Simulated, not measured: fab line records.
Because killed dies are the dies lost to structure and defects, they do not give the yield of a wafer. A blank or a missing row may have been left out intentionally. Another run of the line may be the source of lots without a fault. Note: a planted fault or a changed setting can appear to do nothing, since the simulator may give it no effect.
The tool behind it: which one? + flow gf180mcu + Sampling: 14 lots, 42 wafers, 4 of 602 route steps

== WHAT THE GAUGES SHOWED, per wafer ==
GF_CONTACT_RS_MEAS_25: measurement is done with a four-point probe. Usual: for CONTACT_W_RS the level is 0.383 ohm/sq and the standard deviation is 0.0046.
| lot  | measured     | on           | CONTACT_W_RS (ohm/sq) | flag |
|------|--------------|--------------|-----------------------|------|
| L460 | day 16 03:17 | filmMetro-01 | 0.381 0.389 0.386     |      |
| L461 | day 16 11:08 | filmMetro-03 | 0.380 0.378 0.386     |      |
| L463 | day 16 22:59 | filmMetro-02 | 0.382 0.378 0.378     |      |
| L464 | day 17 09:53 | filmMetro-02 | 0.387 0.388 0.396     |      |
| L466 | day 18 01:11 | filmMetro-01 | 0.380 0.383 0.381     |      |
| L467 | day 18 14:02 | filmMetro-01 | 0.386 0.387 0.385     |      |
| L475 | day 21 20:49 | filmMetro-03 | 0.378 0.378 0.379     |      |
| L476 | day 22 01:25 | filmMetro-03 | 0.383 0.386 0.380     |      |
| L477 | day 22 18:08 | filmMetro-02 | 0.381 0.382 0.384     |      |
| L478 | day 22 23:41 | filmMetro-02 | 0.386 0.386 0.389     |      |
| L479 | day 23 11:07 | filmMetro-01 | 0.384 0.388 0.385     |      |
| L481 | day 23 13:22 | filmMetro-01 | 0.380 0.388 0.381     |      |
| L480 | day 23 13:49 | filmMetro-03 | 0.384 0.383 0.377     |      |
| L482 | day 23 23:09 | filmMetro-02 | 0.386 0.387 0.390     |      |

GF_V1_THK_MEAS_03. Usual: for V1_CVD_02_THK the level is 849 nm and the standard deviation is 11.
| lot  | measured     | on           | V1_CVD_02_THK (nm) | flag |
|------|--------------|--------------|--------------------|------|
| L460 | day 17 04:29 | filmMetro-01 | 843 854 868        |      |
| L461 | day 17 11:21 | filmMetro-04 | 840 854 853        |      |
| L463 | day 17 23:19 | filmMetro-04 | 823 831 856        |      |
| L464 | day 18 09:38 | filmMetro-03 | 842 832 851        |      |
| L466 | day 19 03:09 | filmMetro-04 | 831 850 851        |      |
| L467 | day 19 16:15 | filmMetro-04 | 834 826 854        |      |
| L475 | day 22 21:21 | filmMetro-04 | 829 833 854        |      |
| L476 | day 23 01:43 | filmMetro-03 | 839 875 864        |      |
| L477 | day 23 18:18 | filmMetro-04 | 854 868 860        |      |
| L478 | day 23 23:46 | filmMetro-01 | 869 856 858        |      |
| L479 | day 24 10:40 | filmMetro-04 | 831 834 853        |      |
| L481 | day 24 13:17 | filmMetro-03 | 845 847 858        |      |
| L480 | day 24 13:55 | filmMetro-01 | 840 851 860        |      |
| L482 | day 24 23:18 | filmMetro-01 | 846 865 866        |      |

GF_M2_CD_MEAS_14 targets a cd of 280 nm. Usual: cdNm at 280.0 nm, with a standard deviation of 1.2.
| lot  | measured     | on       | cdNm (nm)         | flag |
|------|--------------|----------|-------------------|------|
| L460 | day 19 06:14 | cdSem-01 | 281.6 281.7 281.9 |      |
| L461 | day 19 12:35 | cdSem-02 | 278.1 278.1 278.2 |      |
| L463 | day 20 02:17 | cdSem-02 | 280.5 280.6 280.0 |      |
| L464 | day 20 11:50 | cdSem-02 | 281.2 281.6 282.7 |      |
| L466 | day 21 05:17 | cdSem-02 | 280.8 279.3 282.1 |      |
| L467 | day 21 17:37 | cdSem-01 | 279.0 279.5 279.1 |      |
| L475 | day 24 20:21 | cdSem-02 | 280.1 279.6 280.0 |      |
| L476 | day 25 00:46 | cdSem-02 | 280.4 278.3 280.6 |      |
| L477 | day 25 15:54 | cdSem-02 | 279.6 280.0 279.9 |      |
| L478 | day 25 22:44 | cdSem-01 | 278.9 280.0 279.8 |      |
| L479 | day 26 07:39 | cdSem-01 | 280.9 281.3 281.1 |      |
| L481 | day 26 10:17 | cdSem-02 | 281.1 282.5 282.4 |      |
| L480 | day 26 10:52 | cdSem-02 | 281.7 280.8 281.5 |      |
| L482 | day 26 20:37 | cdSem-02 | 280.2 279.7 280.3 |      |

== TOOL THAT RAN EACH LOT (tool first, then ch and the chambers of the sampled wafers, then the start) ==
| lot  | GF_M2_SPUTTER_00            |
|------|-----------------------------|
| L460 | pvdSputter-01, day 18 05:17 |
| L461 | pvdSputter-04, day 18 12:05 |
| L463 | pvdSputter-02, day 19 01:42 |
| L464 | pvdSputter-02, day 19 11:40 |
| L466 | pvdSputter-04, day 20 06:01 |
| L467 | pvdSputter-04, day 20 18:07 |
| L475 | pvdSputter-02, day 23 22:08 |
| L476 | pvdSputter-04, day 24 01:50 |
| L477 | pvdSputter-02, day 24 17:52 |
| L478 | pvdSputter-04, day 25 00:34 |
| L479 | pvdSputter-02, day 25 10:22 |
| L481 | pvdSputter-04, day 25 13:17 |
| L480 | pvdSputter-01, day 25 13:22 |
| L482 | pvdSputter-04, day 25 22:56 |
- GF_M2_SPUTTER_00: material Ti, target thk 37.5 nm, time 150 s.

== WHAT THE TOOLS THEMSELVES READ (means of the sampled wafers that have a number; where no wafer has one, the mark that the record gives instead) ==
GF_M2_SPUTTER_00. Usual: cathodeDcPowerW 4000.0 W, standard deviation 0.81; chamberPressurePa 2.000 Pa, standard deviation 0.0039; throttleValvePct 30.0 %, standard deviation 1.1.
| lot  | tool          | cathodeDcPowerW (W) | chamberPressurePa (Pa) | throttleValvePct (%) | flag |
|------|---------------|---------------------|------------------------|----------------------|------|
| L460 | pvdSputter-01 | 3999.8              | 1.998                  | 30.7                 |      |
| L461 | pvdSputter-04 | 4000.2              | 2.001                  | 30.8                 |      |
| L463 | pvdSputter-02 | 4000.2              | 2.000                  | 29.5                 |      |
| L464 | pvdSputter-02 | 3999.7              | 1.996                  | 29.6                 |      |
| L466 | pvdSputter-04 | 4000.9              | 2.000                  | 30.6                 |      |
| L467 | pvdSputter-04 | 4000.2              | 2.002                  | 29.9                 |      |
| L475 | pvdSputter-02 | -                   | -                      | -                    | OFF  |
| L476 | pvdSputter-04 | -                   | -                      | -                    | OFF  |
| L477 | pvdSputter-02 | -                   | -                      | -                    | OFF  |
| L478 | pvdSputter-04 | 4000.2              | 2.000                  | 30.8                 |      |
| L479 | pvdSputter-02 | 3999.2              | 2.001                  | 28.9                 |      |
| L481 | pvdSputter-04 | 4000.3              | 1.999                  | 29.8                 |      |
| L480 | pvdSputter-01 | 3999.4              | 1.995                  | 30.2                 |      |
| L482 | pvdSputter-04 | 3999.7              | 1.996                  | 30.7                 |      |

== THE ANSWER, worked out from the rows above alone ==
Rule: a lot counts as off when the mean over its wafers that have a number is more than 3 standard deviations away from the usual mean. Also off: a lot with no number at a reading for which 4 or more lots have one. The other lots that the step has rows for count as sound. First the gauges in route order, then the tools' own readings, where a lot's mean is used as printed above. At the first step where some lot is off, the reading lying furthest off is the one used; lots without a number count as furthest.
Off at GF_M2_SPUTTER_00 (cathodeDcPowerW): L475, L476, L477. Without a number there: L475, L476, L477.
A tool fits if, at that step or a process step before it, it ran every lot that is off, and no sound lot after the first of them. None of those tried fits.

== WHAT THE SIMULATOR PUT IN ==
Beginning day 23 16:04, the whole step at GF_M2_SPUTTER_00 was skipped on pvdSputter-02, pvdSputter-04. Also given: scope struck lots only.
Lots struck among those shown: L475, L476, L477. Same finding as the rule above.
